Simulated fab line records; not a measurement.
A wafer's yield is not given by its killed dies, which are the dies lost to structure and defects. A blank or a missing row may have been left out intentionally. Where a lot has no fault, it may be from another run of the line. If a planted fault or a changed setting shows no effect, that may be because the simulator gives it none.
8D (eight disciplines) problem report, filled in by code / flow sky130 / the parts of the form that need people (team, actions taken, sign-off) are left out

== 1. WHAT IS WRONG ==
At SKY_SONOS_ONO_SOFTBAKE_09, heater-power-total-W averages 66.51 W over 6 wafers from 2 lots, while fault-free wafers read 56.60 W, standard deviation 0.048. So: +99 or more standard deviations from the usual mean.
The step: time 60 s.
Seen first at day 15 08:47 on litho-track-03, wafer L785.1. Wafers with a number at this step in the record: 33, from 11 lots. Rule for "out" (also "out of limits"): further than 4 standard deviations from the usual mean. Any other wafer with a number is counted as sound.

== 2. WHAT IT IS AND WHAT IT IS NOT ==
question=which readings at this step | is=heater-power-total-W, run-length-s | is not=chill-plate-temp-C, resist-line-temp-C
question=which lots | is=L785, L786 | is not=L782, L788, L792, L793, L797, L798, L799, L800, L801
question=which wafers of those lots | is=all that have a number | is not=-
question=read on which tools | is=litho-track-03 | is not=litho-track-01, litho-track-04
question=when | is=from day 15 08:47 | is not=up to then (3 sound wafers); but 24 sound wafers of L788, L792, L793, L797, L798, L799, L800, L801 came after

== 3. THE SUSPECTS, EACH WITH WHAT RULES IT OUT ==
Counting: any tool at a process step up to the reading is kept as a suspect provided that every lot that is out went through it and no sound lot did after the first of them.
- litho-track-03 at SKY_SONOS_ONO_SOFTBAKE_09 (time 60 s): ruled out as a lasting fault. After its first lot that is out, L785 (day 15 08:47), sound lots L798, L799, L800 ran on it.
Left after counting: nothing in the record.

== 4. THE CAUSE (what the simulator had put in) ==
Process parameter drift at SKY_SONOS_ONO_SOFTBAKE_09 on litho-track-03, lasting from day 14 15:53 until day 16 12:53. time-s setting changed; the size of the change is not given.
Counting ruled it out, wrongly.

== 5. THE CHAIN OF EFFECTS, in route order ==
Each row: a reading where the mean over the struck wafers with a number is more than 3 standard deviations away from the usual. Only readings for which the record gives a usual standard deviation are gone through. hours: the time from each lot's start at the first step in this table that gives one to its start at this step, as a median over the lots. sigmas: the change in usual standard deviations.
hours=0; step=SKY_SONOS_ONO_SOFTBAKE_09; reading=heater-power-total-W; usual=56.60 W; on struck wafers=66.51; change=+9.91; sigmas=+99 or more
hours=0; step=SKY_SONOS_ONO_SOFTBAKE_09; reading=run-length-s; usual=89.12 s; on struck wafers=65.94; change=-23.18; sigmas=-99 or more
hours=14; step=SKY_SONOS_ONO_STRIP_17; reading=strip-time-to-endpoint-s; usual=14.11 s; on struck wafers=14.23; change=+0.12; sigmas=+3.2
The process steps in it:
- SKY_SONOS_ONO_SOFTBAKE_09: time 60 s.
- SKY_SONOS_ONO_STRIP_17: strips in O2/N2.
Later steps that measure or inspect, where all struck wafers having a row at the step show a number for every such reading and not one has moved that far: SKY_GATE_OXIDE_THK_MEAS_02, SKY_POLY_GATE_THK_MEAS_01.

== 6. WHAT WOULD HAVE CAUGHT IT SOONER ==
In this record no reading fell out of limits until day 15 08:47, 17 hours after the fault had begun at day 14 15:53.
